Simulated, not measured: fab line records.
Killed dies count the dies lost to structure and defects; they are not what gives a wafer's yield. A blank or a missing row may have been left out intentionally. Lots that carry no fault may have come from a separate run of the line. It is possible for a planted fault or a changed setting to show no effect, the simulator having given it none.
Comparing a struck lot with a sound one / flow sky130 / 28 steps out of a route of 708
Sound: these wafers, L280.1, L280.4, L280.6. Wafers struck: L298.3, L298.4, L298.5. The cause comes at the end.
Each step with rows lists, per side, the tool, then ch with its chambers, then its first start. Under that, the readings that differ: sound wafers / struck wafers / difference of the means / sigmas: that difference in standard deviations of wafers without a fault.
alike: same words and numbers on both sides, and readings whose means sit less than 2 such deviations apart. not compared: any withheld reading, any reading some wafer has no value for, any bound like >300 that may hide the same value, and any number with overlapping values for which the record gives no deviation.
The two part at a step that has a row with sigmas, a row that says differs or no value, or rows on one side only. Numbers that have no deviation but don't overlap get no sigmas and don't part them. A reading missing from all wafers of one side parts the sides only when that side holds two or more wafers.

first, 5 steps without rows for these wafers: SKY_SONOS_ONO_COAT_08 (resist thk 1140 nm); SKY_SONOS_ONO_SOFTBAKE_09 (time 60 s); SKY_SONOS_ONO_EXPOSE_10 (exposes mask ONOM, target cd 410 nm); SKY_SONOS_ONO_PEB_11; SKY_SONOS_ONO_DEVELOP_12 (develop time 60 s).
SKY_SONOS_ONO_CD_MEAS_13: target cd 410 nm.
  sound: cd sem-02 at day 13 00:31; struck: cd sem-01 at day 18 18:30
  alike: cd nm
SKY_SONOS_ONO_OVL_MEAS_14:
  sound: overlay-01 at day 13 00:38; struck: overlay-02 at day 18 18:35
  alike: SONOS_ONO_OVL
SKY_SONOS_ONO_ETCH_15: etches the open film in CHF3/O2, target depth 19.52 nm, time 7.8 s.
  sound on rie diel-01 ch 0,3, day 13 00:40; struck on rie diel-04 ch 1,2, day 18 18:37
  alike: drypump motor current A, oes product au, throttle valve pct
  not compared: rf hours counter h
then, 1 step without rows for these wafers: SKY_SONOS_ONO_WET_ETCH_16 (etches SiO2 in dHF, target depth 14 nm, time 280 s).
SKY_SONOS_ONO_STRIP_17: strips in O2/N2.
  sound on plasma asher-02 ch 0, day 13 00:47; struck on plasma asher-02 ch 0,1, day 18 18:45
  alike: drypump motor current A, o2 flow sccm, oes product au, strip time to endpoint s
  not compared: rf hours counter h
then, 2 steps without rows for these wafers: SKY_SONOS_ONO_WET_ETCH_18 (etches Si3N4 in H3PO4, target depth 15 nm, time 172 s); SKY_GATE_OXIDE_CLEAN_00 (cleans in SC1/SC2, time 150 s).
SKY_GATE_OXIDE_OXIDATION_01: stabilise 600 s, purge 300 s, target thk 10.268 nm.
  sound on furnace-02 ch 0, day 13 04:45; struck on furnace-01 ch 0, day 19 00:10
reading=spike tc bottom C (C); sound=918.9 919.7 919.0; struck=909.6 907.2 909.1; difference=-10.6; sigmas=-5
reading=spike tc centre C (C); sound=900.8 899.4 900.7; struck=897.7 895.3 894.6; difference=-4.4; sigmas=-4
reading=spike tc lower C (C); sound=902.5 901.0 901.0; struck=893.9 893.7 893.9; difference=-7.7; sigmas=-5
reading=spike tc upper C (C); sound=897.9 897.6 901.2; struck=896.0 894.1 895.8; difference=-3.6; sigmas=-2
reading=tube center temp C (C); sound=899.94 900.09 899.82; struck=894.59 894.41 894.5; difference=-5.45; sigmas=-69
reading=tube_center_temp_C_max; sound=902.1 902.1 902.3; struck=897.0 896.6 896.6; difference=-5.4; sigmas=-16
reading=model.SiO2_of_GATE_OXIDE_OXIDATION_01.thk nm (nm); sound=10.25 10.21 10.27; struck=9.913 9.774 9.86; difference=-0.394; sigmas=
SKY_GATE_OXIDE_THK_MEAS_02:
  sound: film metro-02 at day 13 06:10; struck: film metro-03 at day 19 01:50
reading=GATE_OXIDE_OXIDATION_00_THK (nm); sound=10.27 10.20 10.20; struck=9.92 9.82 9.82; difference=-0.37; sigmas=-2
  not compared: hold
then, 6 steps without rows for these wafers: SKY_GATE_OXIDE_HMDS_04 (prime time 60 s); SKY_GATE_OXIDE_COAT_05 (resist thk 1140 nm); SKY_GATE_OXIDE_SOFTBAKE_06 (time 60 s); SKY_GATE_OXIDE_EXPOSE_07 (exposes mask LVOM, target cd 600 nm); SKY_GATE_OXIDE_PEB_08; SKY_GATE_OXIDE_DEVELOP_09 (develop time 60 s).
SKY_GATE_OXIDE_OVL_MEAS_10:
  sound: overlay-01 at day 14 07:32; struck: overlay-02 at day 20 07:16
  alike: GATE_OXIDE_OVL
then, 2 steps without rows for these wafers: SKY_GATE_OXIDE_IMPLANT_11; SKY_GATE_OXIDE_WET_ETCH_12 (etches SiO2 in dHF, target depth 16.8 nm, time 336 s).
SKY_GATE_OXIDE_STRIP_13: strips in O2/N2.
  sound on plasma asher-01 ch 0,1, day 14 07:55; struck on plasma asher-01 ch 0,1, day 20 07:35
reading=strip time to endpoint s (s); sound=14.12 14.13 14.11; struck=14.19 14.18 14.22; difference=+0.08; sigmas=+2
  alike: drypump motor current A, o2 flow sccm, oes product au
  not compared: rf hours counter h
SKY_GATE_OXIDE_TW_MEAS_14:
  sound: film metro-02 at day 14 08:01; struck: film metro-02 at day 20 07:53
  alike: GATE_OXIDE_TW
  not compared: hold
SKY_GATE_OXIDE_OXIDATION_16: stabilise 600 s, purge 300 s, target thk 3.57 nm.
  sound on furnace-01 ch 0, day 14 09:10; struck on furnace-01 ch 0, day 20 14:09
reading=model.SiO2_of_GATE_OXIDE_OXIDATION_01.thk nm (nm); sound=11.61 11.57 11.65; struck=11.31 11.21 11.25; difference=-0.35; sigmas=
  alike: spike tc bottom C, spike tc centre C, spike tc lower C, spike tc upper C, tube center temp C, tube_center_temp_C_max
then, 1 step without rows for these wafers: SKY_POLY_GATE_CVD_00 (deposits poly-Si, target thk 180 nm, time 720 s).
-- here the record skips 29 days between the struck wafers' starts before and after, leaving off in module POLY_GATE and picking up in module PAD_OPEN (first step shown: number 708 of the route) --
SKY_PAD_OPEN_PROBE_99:
  sound: prober-02 at day 46 02:47; struck: prober-02 at day 50 01:53
reading=model.etest.nfet_16v.r on ohm um; sound=1.397e+04 1.408e+04 1.405e+04; struck=1.375e+04 1.376e+04 1.368e+04; difference=-3.033e+02; sigmas=
reading=model.etest.tip sonos.rs ohm sq; sound=2639 2618 2630; struck=2578 2550 2538; difference=-74; sigmas=
reading=model.etest.pfet g5v0d10v5.r on ohm um; sound=4666 4663 4684; struck=4602 4630 4604; difference=-59; sigmas=
reading=model.etest.nfet g5v0d10v5.r on ohm um; sound=1863 1855 1863; struck=1841 1842 1833; difference=-22; sigmas=
reading=model.etest.nfet g5v0d10v5.drive ua um; sound=608.9 615.6 608.8; struck=626.4 635.2 641.4; difference=+23.2; sigmas=
reading=model.etest.nfet_05v0_nvt.drive ua um; sound=586.5 586.1 577.3; struck=595.9 598.5 597.7; difference=+14.1; sigmas=
reading=model.etest.pfet g5v0d10v5.drive ua um; sound=348 348.1 347.5; struck=355 356.1 357.4; difference=+8; sigmas=
reading=model.etest.nfet_16v.drive ua um; sound=223.6 223.1 222.3; struck=230.1 231.6 233.3; difference=+8.7; sigmas=
  alike: killed_at_M0_to_M3, killed_at_M4_up, killed at contacts, killed at front end, killed at other, killed dies, killed open, killed short

== WHERE THEY PART ==
At SKY_GATE_OXIDE_OXIDATION_01 first; at SKY_GATE_OXIDE_STRIP_13 last (within this record only). Later steps at which nothing parts them and some readings are alike: SKY_GATE_OXIDE_TW_MEAS_14, SKY_GATE_OXIDE_OXIDATION_16, SKY_PAD_OPEN_PROBE_99.

WHY: the cause the simulator had injected
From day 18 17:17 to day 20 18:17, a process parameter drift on furnace-01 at SKY_GATE_OXIDE_OXIDATION_01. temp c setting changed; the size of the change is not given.
